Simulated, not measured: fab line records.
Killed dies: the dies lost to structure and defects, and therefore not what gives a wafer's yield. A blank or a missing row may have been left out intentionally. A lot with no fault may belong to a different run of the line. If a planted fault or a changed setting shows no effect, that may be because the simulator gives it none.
The tool behind it: which one?	flow sfq_line	42 wafers from 14 lots sampled at 6 of the route's 325 steps

## WHAT THE GAUGES SHOWED, per wafer
SFQ_M0_OVL_MEAS_906. Usual: M0_OVL 1 nm, standard deviation 4.9.
lot	measured	on	M0_OVL (nm)	flag
L656	day 12 05:23	overlay-01	-4 -5 -1	
L657	day 12 20:59	overlay-02	-1 5 8	
L658	day 13 04:11	overlay-02	5 7 8	
L659	day 13 09:00	overlay-01	-1 4 -1	
L660	day 13 13:48	overlay-02	16 12 10	
L661	day 14 06:43	overlay-01	4 -1 -3	
L668	day 16 14:55	overlay-02	-1 -2 0	
L670	day 17 14:55	overlay-02	0 1 1	
L671	day 18 01:27	overlay-02	-3 -3 -11	
L672	day 18 08:38	overlay-01	3 4 3	
L673	day 18 15:33	overlay-02	-1 0 0	
L674	day 18 21:34	overlay-01	0 3 -3	
L675	day 19 09:33	overlay-01	3 0 -2	
L677	day 20 07:09	overlay-01	-11 -7 -6	

SFQ_M3_OVL_MEAS_921. Usual: M3_OVL 5 nm, standard deviation 4.5.
lot	measured	on	M3_OVL (nm)	flag
L656	day 30 22:04	overlay-02	10 11 9	
L657	day 39 05:14	overlay-02	5 4 10	
L658	day 39 10:10	overlay-01	3 4 -1	
L659	day 39 11:22	overlay-02	2 3 -2	
L660	day 39 16:10	overlay-02	6 -3 8	
L661	day 45 04:47	overlay-01	10 5 4	
L668	day 48 10:53	overlay-01	5 3 9	
L670	day 48 21:41	overlay-01	1 4 3	
L671	day 49 13:52	overlay-02	11 10 13	
L672	day 49 19:52	overlay-02	7 11 6	
L673	day 50 05:35	overlay-02	0 -1 3	
L674	day 50 11:36	overlay-02	3 7 7	
L675	day 50 20:42	overlay-02	9 9 12	
L677	day 51 11:07	overlay-01	3 2 -3	

SFQ_I5_OVL_MEAS_936. Usual: I5_OVL 1 nm, standard deviation 5.5.
lot	measured	on	I5_OVL (nm)	flag
L656	day 61 15:59	overlay-02	7 8 4	
L657	day 64 17:13	overlay-01	6 4 4	
L658	day 64 19:37	overlay-01	0 3 5	
L659	day 64 23:14	overlay-01	3 -1 2	
L660	day 65 02:50	overlay-01	-9 -2 -10	
L661	day 65 04:01	overlay-02	-5 -5 -10	
L668	day 67 00:33	overlay-02	14 15 3	
L670	day 67 11:21	overlay-01	3 0 0	
L671	day 68 23:00	overlay-01	1 12 2	
L672	day 69 03:47	overlay-01	-3 -7 -7	
L673	day 69 08:35	overlay-02	2 -2 4	
L674	day 69 09:48	overlay-02	0 -2 1	
L675	day 69 13:23	overlay-02	-1 -3 1	
L677	day 69 23:04	overlay-01	11 8 10	

## EACH LOT AND THE TOOL THAT RAN IT (in order: tool; ch and the chambers of the sampled wafers; start)
lot	SFQ_TRILAYER_I2_CMP_CMP_064	SFQ_TRILAYER_I2_METRO_MEASURE_065	SFQ_TRILAYER_I2_VIA_ETCH_VIA_ETCH_070
L656	cmp-02 ch 1,2,3, day 25 00:06	film_metro-02, day 25 03:13	rie_diel-04 ch 1,2,3, day 30 17:18
L657	cmp-01 ch 0,3, day 27 10:05	film_metro-04, day 27 12:42	rie_diel-04 ch 0,1,3, day 33 10:16
L658	cmp-01 ch 0,1,2, day 27 13:05	film_metro-03, day 27 15:42	rie_diel-03 ch 0,2,3, day 33 13:52
L659	cmp-02 ch 1,3, day 27 12:47	film_metro-04, day 27 16:18	rie_diel-02 ch 0,2, day 33 15:04
L660	cmp-01 ch 0,1, day 27 16:05	film_metro-04, day 27 19:06	rie_diel-04 ch 0,1,3, day 33 19:52
L661	cmp-02 ch 0,2,3, day 33 06:31	film_metro-03, day 33 09:38	rie_diel-02 ch 0,3, day 39 04:07
L668	cmp-02 ch 0,1, day 36 03:14	film_metro-03, day 36 05:52	rie_diel-03 ch 0,3, day 42 02:11
L670	cmp-01 ch 0,1,3, day 36 12:13	film_metro-02, day 36 15:20	rie_diel-04 ch 0,1,2, day 42 14:19
L671	cmp-02 ch 0,1, day 37 03:11	film_metro-04, day 37 06:30	rie_diel-03 ch 0,1,3, day 43 08:20
L672	cmp-02 ch 0,1, day 37 11:31	film_metro-04, day 37 14:38	rie_diel-03 ch 1,3, day 43 14:20
L673	cmp-01 ch 2,3, day 37 18:43	film_metro-04, day 37 21:50	rie_diel-02 ch 1,3, day 43 22:52
L674	cmp-02 ch 1,3, day 38 01:48	film_metro-04, day 38 04:49	rie_diel-03 ch 0,2,3, day 44 06:04
L675	cmp-02 ch 1,2, day 38 09:44	film_metro-04, day 38 12:52	rie_diel-04 ch 1,2, day 44 14:28
L677	cmp-02 ch 1,2,3, day 39 11:04	film_metro-04, day 39 14:23	rie_diel-04 ch 1,3, day 45 12:04
- SFQ_TRILAYER_I2_CMP_CMP_064: polishes SiO2.
- SFQ_TRILAYER_I2_METRO_MEASURE_065
- SFQ_TRILAYER_I2_VIA_ETCH_VIA_ETCH_070: etches SiO2 in CHF3, stops on Nb, target depth 260 nm.

## WHAT THE TOOLS THEMSELVES READ (means of the sampled wafers that have a number; where no wafer has one, the mark that the record gives instead)
SFQ_TRILAYER_I2_CMP_CMP_064. Usual: motor_current_A 10.1 A, standard deviation 1; time_to_endpoint_s 216 s, standard deviation 6.8.
lot	tool	motor_current_A (A)	time_to_endpoint_s (s)	flag
L656	cmp-02	10.8	206	
L657	cmp-01	10.0	219	
L658	cmp-01	9.3	210	
L659	cmp-02	10.6	214	
L660	cmp-01	9.2	228	
L661	cmp-02	10.3	212	
L668	cmp-02	10.2	219	
L670	cmp-01	9.3	206	
L671	cmp-02	9.4	214	
L672	cmp-02	9.8	215	
L673	cmp-01	9.4	211	
L674	cmp-02	11.1	217	
L675	cmp-02	11.0	223	
L677	cmp-02	11.1	211	

SFQ_TRILAYER_I2_METRO_MEASURE_065. Usual: thk_nm at 199.7 nm, with a standard deviation of 1.
lot	tool	thk_nm (nm)	flag
L656	film_metro-02	199.9	
L657	film_metro-04	200.4	
L658	film_metro-03	192.9	OFF
L659	film_metro-04	200.2	
L660	film_metro-04	193.4	OFF
L661	film_metro-03	199.2	
L668	film_metro-03	199.7	
L670	film_metro-02	198.4	
L671	film_metro-04	201.8	
L672	film_metro-04	200.1	
L673	film_metro-04	198.9	
L674	film_metro-04	200.3	
L675	film_metro-04	200.0	
L677	film_metro-04	199.3	

SFQ_TRILAYER_I2_VIA_ETCH_VIA_ETCH_070. Usual: drypump_motor_current_A 5.6 A, standard deviation 0.6; oes_product_au 0.853 a.u., standard deviation 0.005.
lot	tool	drypump_motor_current_A (A)	oes_product_au (a.u.)	flag
L656	rie_diel-04	5.4	0.853	
L657	rie_diel-04	5.3	0.853	
L658	rie_diel-03	6.1	0.839	
L659	rie_diel-02	6.2	0.854	
L660	rie_diel-04	5.3	0.841	
L661	rie_diel-02	5.9	0.852	
L668	rie_diel-03	5.9	0.852	
L670	rie_diel-04	5.0	0.849	
L671	rie_diel-03	6.3	0.860	
L672	rie_diel-03	6.1	0.854	
L673	rie_diel-02	5.4	0.849	
L674	rie_diel-03	6.1	0.857	
L675	rie_diel-04	5.0	0.849	
L677	rie_diel-04	5.7	0.850	

## THE ANSWER, worked out from the rows above alone
Rule: a lot counts as off when the mean over its wafers that have a number is more than 3 standard deviations away from the usual mean. A lot without any number at a reading at which 4 lots or more have one is off too. Any other lot the step has rows for is counted as sound. The gauges are gone through in route order, then the tools' own readings, and for those a lot's mean is taken as printed above. At the first step where some lot is off, the reading lying furthest off is the one used; lots without a number count as furthest.
Off, at SFQ_TRILAYER_I2_METRO_MEASURE_065 on thk_nm: L658, L660.
If a tool, at that step or one of the process steps before it, ran each lot that is off and ran no sound lot following the first of them, it fits. Of those tried, none fits.

## WHAT WAS PUT IN BY THE SIMULATOR
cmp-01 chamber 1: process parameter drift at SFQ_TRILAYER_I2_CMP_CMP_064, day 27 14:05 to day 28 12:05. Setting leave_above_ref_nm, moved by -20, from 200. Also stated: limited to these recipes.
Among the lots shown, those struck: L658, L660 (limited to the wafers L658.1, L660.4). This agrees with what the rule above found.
